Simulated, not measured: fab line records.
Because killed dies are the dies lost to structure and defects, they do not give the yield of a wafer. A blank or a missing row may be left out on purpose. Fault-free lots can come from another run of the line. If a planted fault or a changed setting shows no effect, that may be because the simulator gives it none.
A struck lot beside a sound one    flow sky130    16 steps out of a route of 708
Sound: wafers L381.1, L381.5, L381.6. Wafers struck: L388.4, L388.5, L388.6. The cause is given at the end.
Per side, at each step with rows, come the tool, then ch with its chambers, and then its first start. Under that, the readings that differ: sound wafers    struck wafers    difference of the means    sigmas: that difference in standard deviations of wafers without a fault.
alike: readings whose means differ by less than 2 such deviations, and words and numbers that are the same on both sides. not compared: withheld readings, readings that some wafer has no value for, bounds like >300 that may hide the same value, and numbers for which the record gives no deviation and whose values overlap.
The two part at a step that has a row with sigmas, a row that says differs or no value, or rows on one side only. When numbers do not overlap yet have no deviation, they are printed without sigmas and do not part them. A reading that every wafer of one side lacks parts them only if that side has two wafers or more.

SKY_NWELL_RS_MEAS_29: uses a four-point probe to measure.
  struck on film_metro-01, day 7 20:19; sound on film_metro-03, day 5 22:55
  alike: NWELL_RS
SKY_NWELL_RS_MEAS_31: uses a four-point probe to measure.
  struck on film_metro-01, day 7 20:34; sound on film_metro-03, day 5 23:09
  alike: PWDE_RS
then, 7 steps without rows for these wafers: SKY_VT_ADJUST_HVTP_DEHYDRATE_00 (time 60 s); SKY_VT_ADJUST_HVTP_HMDS_01 (prime time 60 s); SKY_VT_ADJUST_HVTP_COAT_02 (resist thk 1140 nm); SKY_VT_ADJUST_HVTP_SOFTBAKE_03 (time 60 s); SKY_VT_ADJUST_HVTP_EXPOSE_04 (exposes mask HVTPM, target cd 380 nm); SKY_VT_ADJUST_HVTP_PEB_05; SKY_VT_ADJUST_HVTP_DEVELOP_06 (develop time 60 s).
SKY_VT_ADJUST_HVTP_CD_MEAS_07: target cd 380 nm.
  struck on cd_sem-02, day 8 16:53; sound on cd_sem-02, day 6 18:04
  alike: cd_nm
SKY_VT_ADJUST_HVTP_OVL_MEAS_08:
  struck on overlay-01, day 8 16:57; sound on overlay-01, day 6 18:11
  alike: VT_ADJUST_HVTP_OVL
SKY_VT_ADJUST_HVTP_IMPLANT_09:
  sound on implanter-01 ch 0, day 6 18:13; struck on implanter-01 ch 0, day 8 17:03
reading             sound                          struck                      difference  sigmas
dose_ions_cm2       4.296e+12 4.298e+12 4.297e+12  4.25e+11 4.26e+11 4.28e+11  -3.87e+12   -99 or more
faraday_current_uA  24.5 24.4 24.0                 2.5 2.4 2.3                 -21.9       -45
  alike: end_station_pressure_torr
SKY_VT_ADJUST_HVTP_STRIP_10: strips in O2/N2.
  sound on plasma_asher-04 ch 0,1, day 6 18:22; struck on plasma_asher-03 ch 0,1, day 8 17:09
  alike: drypump_motor_current_A, oes_product_au, strip_time_to_endpoint_s
  not compared: rf_hours_counter_h
SKY_VT_ADJUST_HVTP_TW_MEAS_11:
  struck on film_metro-04, day 8 17:15; sound on film_metro-02, day 6 18:28
reading            sound           struck       difference  sigmas
VT_ADJUST_HVTP_TW  1360 1363 1350  656 655 649  -704        -99 or more
then, 2 steps without rows for these wafers: SKY_VT_ADJUST_LVTN_DEHYDRATE_00 (time 60 s); SKY_PAD_OPEN_PROBE_99.

## WHERE THEY PART
Last at SKY_VT_ADJUST_HVTP_TW_MEAS_11 as far as this record goes, first at SKY_VT_ADJUST_HVTP_IMPLANT_09.

WHY: the cause the simulator had injected
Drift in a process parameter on implanter-01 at SKY_VT_ADJUST_HVTP_IMPLANT_09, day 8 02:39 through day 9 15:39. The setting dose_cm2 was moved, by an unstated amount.
